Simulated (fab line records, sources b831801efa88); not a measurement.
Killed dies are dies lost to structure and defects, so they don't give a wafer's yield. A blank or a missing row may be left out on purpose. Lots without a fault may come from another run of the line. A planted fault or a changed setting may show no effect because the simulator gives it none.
A struck lot beside a sound one | flow sky130 | 25 steps out of a route of 708
Sound: wafers L816.2, L816.3, L816.5. Struck: wafers L824.2, L824.3, L824.5. The cause comes at the end.
At each step with rows: each side's tool, then ch and its chambers, then its first start. Under that, the readings that differ: sound wafers | struck wafers | difference of the means | sigmas: that difference in standard deviations of wafers without a fault.
alike: readings whose means differ by less than 2 such deviations, and words and numbers that are the same on both sides. not compared: withheld readings, readings that some wafer has no value for, bounds like >300 that may hide the same value, and numbers for which the record gives no deviation and whose values overlap.
The two part at a step that has a row with sigmas, a row that says differs or no value, or rows on one side only. Numbers that don't overlap but have no deviation are shown without sigmas and don't part them. A reading that every wafer of one side lacks parts them only if that side has two wafers or more.

SKY_NWELL_RS_MEAS_31: measures by four-point-probe.
  sound on film_metro-01, day 6 11:38; struck on film_metro-01, day 8 13:08
  alike: PWDE_RS
then, 7 steps without rows for these wafers: SKY_VT_ADJUST_HVTP_DEHYDRATE_00 (time 60 s); SKY_VT_ADJUST_HVTP_HMDS_01 (prime time 60 s); SKY_VT_ADJUST_HVTP_COAT_02 (resist thk 1140 nm); SKY_VT_ADJUST_HVTP_SOFTBAKE_03 (time 60 s); SKY_VT_ADJUST_HVTP_EXPOSE_04 (exposes mask HVTPM, target cd 380 nm); SKY_VT_ADJUST_HVTP_PEB_05; SKY_VT_ADJUST_HVTP_DEVELOP_06 (develop time 60 s).
SKY_VT_ADJUST_HVTP_CD_MEAS_07: target cd 380 nm.
  sound on cd_sem-02, day 7 06:23; struck on cd_sem-02, day 9 10:35
  alike: cd_nm
SKY_VT_ADJUST_HVTP_OVL_MEAS_08:
  sound on overlay-01, day 7 06:29; struck on overlay-02, day 9 10:41
  alike: VT_ADJUST_HVTP_OVL
then, 1 step without rows for these wafers: SKY_VT_ADJUST_HVTP_IMPLANT_09.
SKY_VT_ADJUST_HVTP_STRIP_10: strips in O2/N2.
  sound on plasma_asher-02 ch 1, day 7 06:40; struck on plasma_asher-04 ch 0,1, day 9 10:52
  reading                                             | sound             | struck            | difference                    | sigmas
  drypump_motor_current_A (A)                         | 5.1 5.1 5.1       | 5.7 5.7 6.1       | +0.7                          | +2
  oes_product_au (a.u.)                               | 0.711 0.712 0.714 | 0.929 0.937 0.936 | +0.222                        | +49
  strip_time_to_endpoint_s (s)                        | 14.20 14.19 14.19 | - - -             | no value on the struck wafers |
  model.NOVOLAK_of_VT_ADJUST_HVTP_COAT_02.thk_nm (nm) | 0 0 0             | 445.5 446 446.9   | +446.1                        |
  not compared: rf_hours_counter_h
SKY_VT_ADJUST_HVTP_TW_MEAS_11:
  sound on film_metro-03, day 7 06:46; struck on film_metro-03, day 9 10:58
  alike: VT_ADJUST_HVTP_TW
then, 7 steps without rows for these wafers: SKY_VT_ADJUST_LVTN_DEHYDRATE_00 (time 60 s); SKY_VT_ADJUST_LVTN_HMDS_01 (prime time 60 s); SKY_VT_ADJUST_LVTN_COAT_02 (resist thk 3000 nm); SKY_VT_ADJUST_LVTN_SOFTBAKE_03; SKY_VT_ADJUST_LVTN_EXPOSE_04 (exposes mask NWM COMPLEMENT LESS NATIVE, target cd 840 nm); SKY_VT_ADJUST_LVTN_PEB_05; SKY_VT_ADJUST_LVTN_DEVELOP_06 (develop time 60 s).
SKY_VT_ADJUST_LVTN_OVL_MEAS_07:
  sound on overlay-01, day 8 02:58; struck on overlay-01, day 10 09:01
  alike: VT_ADJUST_LVTN_OVL
then, 1 step without rows for these wafers: SKY_VT_ADJUST_LVTN_IMPLANT_08.
SKY_VT_ADJUST_LVTN_STRIP_09: strips in O2/N2.
  sound on plasma_asher-01 ch 0,1, day 8 03:08; struck on plasma_asher-04 ch 0,1, day 10 09:11
  reading                      | sound             | struck            | difference | sigmas
  strip_time_to_endpoint_s (s) | 36.91 36.94 36.83 | 43.61 43.48 43.50 | +6.64      | +70
  alike: drypump_motor_current_A, oes_product_au
  not compared: rf_hours_counter_h
SKY_VT_ADJUST_LVTN_TW_MEAS_10:
  sound on film_metro-01, day 8 03:15; struck on film_metro-02, day 10 09:18
  reading           | sound             | struck         | difference | sigmas
  VT_ADJUST_LVTN_TW | 239.7 239.4 239.3 | 30.2 30.2 30.1 | -209.3     | -99 or more
then, 1 step without rows for these wafers: SKY_VT_ADJUST_LVTN_DEHYDRATE_11 (time 60 s).

WHERE THEY PART
First at SKY_VT_ADJUST_HVTP_STRIP_10; last, within this record, at SKY_VT_ADJUST_LVTN_TW_MEAS_10.

WHY: what the simulator had put in
Strip aborted: plasma_asher-04, from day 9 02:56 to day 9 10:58, at SKY_VT_ADJUST_HVTP_STRIP_10. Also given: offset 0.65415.
